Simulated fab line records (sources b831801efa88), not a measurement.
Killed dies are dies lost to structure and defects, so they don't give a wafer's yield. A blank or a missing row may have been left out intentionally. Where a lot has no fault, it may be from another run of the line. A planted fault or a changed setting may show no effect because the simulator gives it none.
Chamber matching / flow sky130 / 4 sister chambers for SKY_LI_CONTACT_CMP_24 on cmp-02
The step polishes, stops on PSG, t overpolish 20 s, target thk 0 nm. 8 wafers are shown with their chamber, then 10 later ones without.

WAFERS, EACH WITH ITS CHAMBER
wafer=L078.6; chamber=2; motor current A (A)=12.4; time to endpoint s (s)=92
wafer=L080.4; chamber=2; motor current A (A)=12.5; time to endpoint s (s)=91
wafer=L082.4; chamber=0; motor current A (A)=10.9; time to endpoint s (s)=100
wafer=L081.2; chamber=0; motor current A (A)=10.6; time to endpoint s (s)=99
wafer=L081.4; chamber=1; motor current A (A)=10.9; time to endpoint s (s)=104
wafer=L081.6; chamber=3; motor current A (A)=11.3; time to endpoint s (s)=89
wafer=L085.2; chamber=3; motor current A (A)=11.9; time to endpoint s (s)=97
wafer=L085.3; chamber=1; motor current A (A)=11.6; time to endpoint s (s)=113

WAFERS WITHOUT THEIR CHAMBER
wafer=L085.6; motor current A (A)=11.1; time to endpoint s (s)=100
wafer=L088.2; motor current A (A)=10.8; time to endpoint s (s)=89
wafer=L088.4; motor current A (A)=11.6; time to endpoint s (s)=104
wafer=L088.5; motor current A (A)=11.4; time to endpoint s (s)=103
wafer=L093.1; motor current A (A)=12.2; time to endpoint s (s)=88
wafer=L093.3; motor current A (A)=11.0; time to endpoint s (s)=100
wafer=L093.5; motor current A (A)=10.1; time to endpoint s (s)=96
wafer=L092.1; motor current A (A)=12.0; time to endpoint s (s)=91
wafer=L092.2; motor current A (A)=10.2; time to endpoint s (s)=98
wafer=L092.4; motor current A (A)=11.3; time to endpoint s (s)=103

WHICH CHAMBER EACH ONE RAN IN
wafer=L085.6; from the rows above=can't be placed: 0 or 1 or 3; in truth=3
wafer=L088.2; from the rows above=can't be placed: 0 or 3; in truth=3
wafer=L088.4; from the rows above=can't be placed: 1 or 3 or 0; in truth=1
wafer=L088.5; from the rows above=can't be placed: 1 or 0 or 3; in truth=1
wafer=L093.1; from the rows above=can't be placed: 2 or 3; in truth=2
wafer=L093.3; from the rows above=can't be placed: 0 or 1 or 3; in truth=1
wafer=L093.5; from the rows above=0; in truth=0
wafer=L092.1; from the rows above=can't be placed: 3 or 2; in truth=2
wafer=L092.2; from the rows above=0; in truth=0
wafer=L092.4; from the rows above=can't be placed: 1 or 0 or 3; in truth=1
Correct placement for 2 of the 10. From these rows, 8 cannot be placed; in 8 the true chamber is one of the candidates. Wrongly placed: 0.
How it was worked out, from the rows above alone: a wafer's distance from a chamber is the root of the sum, over the readings, of the square of ((its reading less the chamber's mean) divided by the reading's scatter). The wafer belongs to the nearest chamber; if the next one is less than 2 further off, it can't be placed. A chamber's mean is the mean of its shown wafers. The scatter: the root of (the sum of the squares of (reading less its chamber's mean) over the shown wafers, divided by (wafers less chambers)).
